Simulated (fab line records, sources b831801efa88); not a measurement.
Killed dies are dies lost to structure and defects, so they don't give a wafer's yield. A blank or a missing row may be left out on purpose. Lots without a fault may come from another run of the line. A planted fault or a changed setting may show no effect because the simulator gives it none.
fab line records | flow sky130
record lots=13 wafers=37 last_day=50
route steps=708 shown VT_ADJUST_NCORE@129 GATE_OXIDE@201 POLY_GATE@205 POLY_CUT@312 PAD_OPEN@708
lots that met no fault: from a run of the same line without faults
start_h: hours from the record's first day to the start of the lot's first wafer shown | wait_h: hours since the lot's step before | " the same as in the row above | L1.1+2: a row that stands for several wafers | - no value, or no start given | * or withheld: withheld | < > ~ a bound
route shown NAME@n: a module of which the file shows steps, and the number in the route of the first | usual: mean/standard deviation of fault-free wafers | same: alike in all rows | chamber/n: place in a boat | sites: the reading at each site | _std_site: their standard deviation | _edge_site: outer sites' mean less inner sites' | radius_mm: how far each site lies from the wafer's centre | mask NAME#n: copy n | behind: the tool/chamber that last shaped the wafer | hold: why the lot was held/for how many hours/how that ended | device: the transistor (n, p or np) that didn't switch | end of line: the same wafers' tests at the end of the route | a step without rows: its recipe alone | killed: dies lost to structure and defects at the first sort, not the wafer's yield | map: a wafer's dies, x killed, . not, _ none there
set.NAME: the setting as run; set.NAME@STEP: as run at that earlier step | model.NAME: the simulator's own value behind a step, which no gauge read
steps of the route over a sample of lots; a table a step, a row a wafer
services: from which hour (start_h, from the record's first day; less than 0 if before it) a tool's chamber was out of use, for how many hours, and why
## steps
# step SKY_VT_ADJUST_NCORE_STRIP_10
# recipe chemistry=O2/N2 power_w=1400 pressure_mtorr=1500 platen_temp_c=withheld o2_flow_sccm=3000 n2_flow_sccm=300 overash_fraction=0.5
# usual drypump_motor_current_A=5.4/0.4 oes_product_au=0.716/0.0042 strip_time_to_endpoint_s=14.18/0.043
# columns lot.wafer tool chamber start_h wait_h drypump_motor_current_A oes_product_au rf_hours_counter_h strip_time_to_endpoint_s
L744.1 plasma_asher-03 1 181.73 0.1 5.1 0.715 35 14.19
L744.3 " 1 " " 5.1 0.709 - 14.20
L744.5 " 1 " " 5.1 0.710 - 14.26
L745.2 plasma_asher-01 1 188.88 0.1 5.8 0.715 53 14.18
L745.3 " 1 " " 5.8 0.718 - 14.19
L745.5 " 1 " " 5.8 0.711 - 14.19
L746.1 plasma_asher-03 1 198.29 0.1 5.0 0.718 36 14.12
L746.3 " 0 " " 5.0 0.712 - 14.15
L746.5 " 0 " " 5.1 0.728 - 14.19
L747.3 plasma_asher-01 0 208.26 0.1 5.5 0.720 - 14.20
L747.4 " 1 " " 5.8 0.718 - 14.13
L747.6 " 1 " " 5.8 0.712 - 14.22
L748.2 plasma_asher-01 0 209.93 0.1 5.4 0.719 55 14.17
L748.4 " 1 " " 5.8 0.709 - 14.17
L748.6 " 1 " " 5.8 0.713 - 14.18
L749.1 plasma_asher-03 1 218.94 0.1 5.1 0.718 38 14.22
L749.5 " 1 " " 5.1 0.718 - 14.22
L749.6 " 0 " " 5.1 0.721 - 14.21
L751.1 plasma_asher-01 0 233.58 0.1 5.5 0.706 57 14.17
L751.2 " 1 " " 5.8 0.722 57 14.20
L751.3 " 1 " " 5.8 0.717 - 14.17
L757.5 plasma_asher-03 1 271.60 0.1 5.1 0.717 - 14.14
L757.6 " 0 " " 5.1 0.712 - 14.14
L758.1 plasma_asher-03 1 281.23 0.1 5.1 0.713 45 14.25
L758.5 " 0 " " 5.1 0.714 - 14.20
L763.1 plasma_asher-01 1 318.73 0.1 5.8 0.720 66 14.21
L763.2 " 0 " " 5.5 0.711 66 14.20
L763.5 " 1 " " 5.8 0.719 - 14.20
L764.1 plasma_asher-02 0 326.48 0.1 6.3 0.709 21 14.24
L764.3 " 1 " " 5.2 0.712 - 14.21
L764.5 " 1 " " 5.2 0.709 - 14.24
L765.3 plasma_asher-02 0 337.96 0.1 6.3 0.720 - 14.17
L765.4 " 1 " " 5.2 0.719 - 14.20
L765.6 " 1 " " 5.2 0.717 - 14.18
L766.2 plasma_asher-02 0 340.88 0.1 6.3 0.714 22 14.16
L766.3 " 0 " " 6.3 0.721 - 14.18
L766.5 " 1 " " 5.2 0.722 - 14.17
# step SKY_GATE_OXIDE_TW_MEAS_14
# usual GATE_OXIDE_TW=222.8/1.1
# columns lot.wafer tool chamber start_h wait_h GATE_OXIDE_TW
L744.1 film_metro-02 - 311.02 0.1 222.0
L744.3 " - " " 222.9
L744.5 " - " " 222.6
L745.2 film_metro-03 - 316.27 0.1 224.3
L745.3 " - " " 223.1
L745.5 " - " " 224.7
L746.1 film_metro-03 - 324.16 0.1 224.2
L746.3 " - " " 224.7
L746.5 " - " " 223.4
L747.3 film_metro-01 - 340.67 0.1 222.6
L747.4 " - " " 223.4
L747.6 " - " " 222.0
L748.2 film_metro-01 - 341.92 0.1 222.1
L748.4 " - " " 223.1
L748.6 " - " " 223.0
L749.1 film_metro-01 - 351.95 0.1 221.3
L749.5 " - " " 221.3
L749.6 " - " " 219.9
L751.1 film_metro-02 - 368.31 0.1 223.0
L751.2 " - " " 222.4
L751.3 " - " " 222.9
L757.5 film_metro-02 - 414.19 0.0 222.5
L757.6 " - " " 222.1
L758.1 film_metro-03 - 428.56 0.1 223.8
L758.5 " - " " 222.7
L763.1 film_metro-03 - 474.51 0.1 223.5
L763.2 " - " " 221.9
L763.5 " - " " 223.1
L764.1 film_metro-01 - 484.71 0.1 223.1
L764.3 " - " " 222.8
L764.5 " - " " 223.4
L765.3 film_metro-02 - 491.83 0.1 221.2
L765.4 " - " " 221.1
L765.6 " - " " 220.8
L766.2 film_metro-01 - 497.51 0.1 222.5
L766.3 " - " " 222.4
L766.5 " - " " 222.6
# step SKY_POLY_GATE_THK_MEAS_01
# recipe reads=poly-Si_of_POLY_GATE_CVD_00
# usual POLY_GATE_CVD_00_THK=179.7/1.4
# columns lot.wafer tool chamber start_h wait_h POLY_GATE_CVD_00_THK[nm]
L744.1 film_metro-02 - 314.36 0.0 178.6
L744.3 " - " " 180.5
L744.5 " - " " 179.7
L745.2 film_metro-04 - 319.18 0.0 180.0
L745.3 " - " " 180.8
L745.5 " - " " 180.0
L746.1 film_metro-01 - 328.47 0.0 180.9
L746.3 " - " " 181.7
L746.5 " - " " 180.3
L748.2 film_metro-02 - 345.41 0.0 180.1
L748.4 " - " " 181.1
L748.6 " - " " 178.9
L747.3 film_metro-04 - 345.42 0.0 181.0
L747.4 " - " " 181.7
L747.6 " - " " 181.2
L749.1 film_metro-02 - 355.33 0.0 179.6
L749.5 " - " " 178.9
L749.6 " - " " 177.9
L751.1 film_metro-01 - 371.87 0.0 180.8
L751.2 " - " " 180.6
L751.3 " - " " 180.4
L757.5 film_metro-02 - 418.33 0.0 179.6
L757.6 " - " " 180.4
L758.1 film_metro-04 - 431.42 0.0 179.7
L758.5 " - " " 179.4
L763.1 film_metro-02 - 478.44 0.0 180.5
L763.2 " - " " 179.8
L763.5 " - " " 180.7
L764.1 film_metro-01 - 487.93 0.0 180.4
L764.3 " - " " 180.3
L764.5 " - " " 180.3
L765.3 film_metro-04 - 494.68 0.0 179.7
L765.4 " - " " 180.2
L765.6 " - " " 181.6
L766.2 film_metro-04 - 500.35 0.0 179.5
L766.3 " - " " 177.8
L766.5 " - " " 179.2
# step SKY_POLY_CUT_EXPOSE_05
# recipe mask_id=NPCM na=0.8 source_shape=annular sigma_inner=0.55 sigma_outer=0.85 target_cd_nm=270 dose_mj=32
# columns lot.wafer tool chamber start_h wait_h mask
L744.1+3+5 krf_scanner-02 0 544.19 - NPCM#0
L745.2+3+5 krf_scanner-01 0 550.65 - NPCM#0
L746.1+3+5 krf_scanner-02 0 558.14 - NPCM#0
L747.3+4+6 krf_scanner-02 0 583.45 - NPCM#0
L748.2+4+6 krf_scanner-01 0 586.01 - NPCM#0
L749.1+5+6 krf_scanner-02 0 588.29 - NPCM#0
L751.1+2+3 krf_scanner-02 0 604.27 - NPCM#0
L757.5+6 krf_scanner-02 0 655.50 - NPCM#0
L758.1+5 krf_scanner-02 0 661.17 - NPCM#0
L763.1+2+5 krf_scanner-01 0 706.69 - NPCM#0
L764.1+3+5 krf_scanner-01 0 715.37 - NPCM#0
L765.3+4+6 krf_scanner-01 0 720.15 - NPCM#0
L766.2+3+5 krf_scanner-01 0 728.88 - NPCM#0
# step SKY_POLY_CUT_CD_MEAS_08
# recipe target_cd_nm=270
# usual cd_nm=269.5/1.4
# columns lot.wafer tool chamber start_h wait_h cd_nm
L744.1 cd_sem-02 - 558.87 - 269.1
L744.3 " - " " 267.5
L744.5 " - " " 267.8
L745.2 cd_sem-02 - 565.09 - 268.3
L745.3 " - " " 269.3
L745.5 " - " " 268.4
L746.1 cd_sem-01 - 572.57 - 268.6
L746.3 " - " " 267.8
L746.5 " - " " 268.0
L747.3 cd_sem-02 - 597.42 - 268.7
L747.4 " - " " 266.5
L747.6 " - " " 269.3
L748.2 cd_sem-02 - 600.34 - 270.5
L748.4 " - " " 271.5
L748.6 " - " " 271.9
L749.1 cd_sem-01 - 602.71 - 269.9
L749.5 " - " " 269.8
L749.6 " - " " 269.4
L751.1 cd_sem-01 - 618.62 - 270.4
L751.2 " - " " 269.3
L751.3 " - " " 269.3
L757.5 cd_sem-02 - 669.65 - 251.4
L757.6 " - " " 251.2
L758.1 cd_sem-01 - 675.56 - 270.1
L758.5 " - " " 252.7
L763.1 cd_sem-01 - 720.82 - 268.7
L763.2 " - " " 268.8
L763.5 " - " " 267.3
L764.1 cd_sem-01 - 727.76 - 271.0
L764.3 " - " " 270.4
L764.5 " - " " 270.6
L765.3 cd_sem-01 - 733.30 - 271.0
L765.4 " - " " 270.6
L765.6 " - " " 269.8
L766.2 cd_sem-02 - 743.42 - 268.0
L766.3 " - " " 268.5
L766.5 " - " " 268.8
# step SKY_PAD_OPEN_PROBE_99
# usual killed_at_M0_to_M3=44/7.5 killed_at_M4_up=3.2/1.9 killed_at_contacts=23/4.7 killed_at_front_end=15/4.7 killed_at_other=0.4/0.66 killed_dies=87/9.3 killed_open=47/7.2 killed_short=39/6.5
# same gross_dies=492 killed_at_back_side=0
# columns lot.wafer tool chamber start_h wait_h killed_at_M0_to_M3 killed_at_M4_up killed_at_contacts killed_at_front_end killed_at_other killed_dies killed_open killed_short
L757.6 prober-01 - 1152.27 0.2 46 5 18 12 2 83 46 36
# killed by level:class
L757.6 VIA1:geometric_particle:open=14 CONTACT:geometric_particle:open=8 METAL2:geometric_particle:short=7 VIA3:geometric_particle:open=7 METAL1:geometric_particle:short=5 LI_CONTACT:geometric_particle:open=4 LOCAL_INTERCONNECT:geometric_particle:short=4 POLY_GATE:geometric_particle:open=3
## services
# columns tool chamber start_h hours kind
krf_scanner-01 - 158.66 11.8 repair
krf_scanner-01 - 180.63 0.7 repair
krf_scanner-01 - 187.26 6.4 repair
krf_scanner-01 - 197.91 9.7 repair
krf_scanner-01 - 207.65 4.0 pm
krf_scanner-02 - 208.40 1.3 repair
krf_scanner-01 - 252.69 1.0 pm
krf_scanner-02 - 258.72 1.0 pm
krf_scanner-01 - 272.43 0.8 pm
krf_scanner-02 - 273.18 1.3 pm
krf_scanner-02 - 274.48 0.8 pm
krf_scanner-02 - 291.62 1.8 repair
krf_scanner-02 - 314.63 4.0 pm
krf_scanner-02 - 353.13 1.4 repair
krf_scanner-02 - 394.14 1.5 repair
krf_scanner-02 - 427.99 1.0 pm
krf_scanner-02 - 442.05 0.8 pm
krf_scanner-02 - 448.76 1.3 pm
krf_scanner-02 - 471.62 1.1 repair
krf_scanner-02 - 527.16 14.8 repair
krf_scanner-02 - 596.72 1.0 pm
krf_scanner-02 - 607.84 1.1 repair
krf_scanner-02 - 610.84 0.8 pm
krf_scanner-02 - 625.62 1.3 pm
## key
first_sign step=SKY_POLY_CUT_CD_MEAS_08 reading=cd_nm direction=down sigmas=13 usual=269.5 struck=251.8
effect none on later readings
met_at SKY_POLY_CUT_EXPOSE_05
struck_lots L757,L758
struck_wafers L757.5,L757.6,L758.5
tester_left_out L757,L758
not_acting_at SKY_VT_ADJUST_NCORE_STRIP_10,SKY_GATE_OXIDE_TW_MEAS_14,SKY_POLY_GATE_THK_MEAS_01
onset_between 604.27 655.50
fault kind=process_parameter_drift tool=krf_scanner-02 chamber=- onset_h=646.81 steps=SKY_POLY_CUT_EXPOSE_05 channel=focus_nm offset=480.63 shape=step end_h=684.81 scope=struck_wafers_only
# tester_left_out: of these lots the tester's yield and bins aren't shown, on N5 and GAA mostly nor the transistor test; their killed dies are dies lost to structure and defects alone, not to doping, threshold or leakage, so they don't give the yield
